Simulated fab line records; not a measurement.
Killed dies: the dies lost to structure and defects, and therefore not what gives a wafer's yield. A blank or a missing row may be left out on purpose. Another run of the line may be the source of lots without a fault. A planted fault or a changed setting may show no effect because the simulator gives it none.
Comparing a struck lot with a sound one | flow sky130 | 16 out of 708 route steps
Sound: the wafers L995.3, L995.4, L995.5. Struck: wafers L101.3, L101.6 (left out: L101.2, a lot-mate that was not struck); the cause follows at the end.
Order at every step that has rows: each side's tool, ch and its chambers, its first start. Under that, the readings that differ: sound wafers | struck wafers | difference of the means | sigmas: that difference in standard deviations of wafers without a fault.
alike: a reading whose means differ by less than 2 such deviations, as well as words and numbers matching on both sides. not compared: withheld readings; readings where some wafer has no value; bounds like >300 that might hide an equal value; numbers whose values overlap and for which the record gives no deviation.
Wherever a step has rows on one side only, a row that says differs or no value, or a row with sigmas, the two part there. Numbers that have no deviation but don't overlap get no sigmas and don't part them. A reading that every wafer of one side lacks parts them only if that side has two wafers or more.

first, 3 steps without rows for these wafers: SKY_METAL2_EXPOSE_12 (exposes mask MM2, target cd 140 nm); SKY_METAL2_PEB_13; SKY_METAL2_DEVELOP_14 (develop time 60 s).
SKY_METAL2_CD_MEAS_15: target cd 140 nm.
  sound: cd sem-02 at day 37 20:59; struck: cd sem-01 at day 39 16:13
  alike: cd nm
SKY_METAL2_OVL_MEAS_16:
  sound: overlay-02 at day 37 21:04; struck: overlay-01 at day 39 16:19
  alike: METAL2_OVL
SKY_METAL2_DESCUM_17: chemistry O2, time 8 s.
  sound on rie metal-01 ch 0, day 37 21:07; struck on rie metal-04 ch 0,1, day 39 16:21
  alike: drypump motor current A, oes product au
  not compared: rf hours counter h
SKY_METAL2_ETCH_18: etches BARC in N2/H2, stops on SiO2, time 45.9 s, target depth 60 nm.
  sound on rie metal-01 ch 0, day 37 21:12; struck on rie metal-04 ch 0,1, day 39 16:23
  alike: drypump motor current A, oes product au, throttle valve pct
  not compared: rf hours counter h
SKY_METAL2_METAL_ETCH_19: etches the open film in Cl2/BCl3, stops on SiO2, target depth 360 nm, time 78 s.
  sound on rie metal-01 ch 0, day 37 21:21; struck on rie metal-04 ch 0,1, day 39 16:27
  alike: drypump motor current A, oes product au, throttle valve pct
  not compared: rf hours counter h
SKY_METAL2_STRIP_20: strips in O2/N2.
  sound on plasma asher-01 ch 0,1, day 37 21:30; struck on plasma asher-01 ch 0,1, day 39 16:32
  alike: drypump motor current A, oes product au, strip time to endpoint s
  not compared: rf hours counter h
then, 3 steps without rows for these wafers: SKY_METAL2_STRIP_21 (strips in post etch residue remover, time 1200 s); SKY_METAL2_CLEAN_22 (cleans in IPA, time 180 s); SKY_METAL2_CLEAN_23 (cleans in O3/DIW).
SKY_VIA2_HDPCVD_00: deposits SiO2, target thk 1180 nm, time 196.7 s.
  sound on hdpcvd-01 ch 0,2, day 37 22:04; struck on hdpcvd-01 ch 2, day 39 17:08
  reading                                  | sound             | struck      | difference | sigmas
  sih4 flow sccm (sccm)                    | 59.87 60.03 60.05 | 72.03 71.89 | +11.98     | +75
  model.SiO2_of_VIA2_HDPCVD_00.thk nm (nm) | 1184 1197 1178    | 1416 1425   | +234       |
SKY_VIA2_THK_MEAS_01:
  sound: film metro-02 at day 37 22:13; struck: film metro-02 at day 39 17:30
  reading              | sound          | struck    | difference | sigmas
  VIA2_HDPCVD_THK (nm) | 1183 1198 1177 | 1417 1426 | +236       | +20
  not compared: hold
SKY_VIA2_CMP_02: polishes SiO2.
  sound on cmp-01 ch 0,1,3, day 37 22:15; struck on cmp-01 ch 2, day 40 06:08
  reading                 | sound             | struck                                            | difference                   | sigmas
  hold                    | - - -             | await dispo/4.9h/release await dispo/4.9h/release | no value on the sound wafers |
  edge zone pressure frac | 0.998 0.998 1.000 | 1.009 1.012                                       | +0.012                       | +2
  alike: motor current A, platen rpm
next, for these wafers, 1 step has no rows: SKY_PAD_OPEN_PROBE_99.

== WHERE THEY PART ==
First at SKY_VIA2_HDPCVD_00; last, within this record, at SKY_VIA2_CMP_02.

WHY: whatever the simulator had introduced
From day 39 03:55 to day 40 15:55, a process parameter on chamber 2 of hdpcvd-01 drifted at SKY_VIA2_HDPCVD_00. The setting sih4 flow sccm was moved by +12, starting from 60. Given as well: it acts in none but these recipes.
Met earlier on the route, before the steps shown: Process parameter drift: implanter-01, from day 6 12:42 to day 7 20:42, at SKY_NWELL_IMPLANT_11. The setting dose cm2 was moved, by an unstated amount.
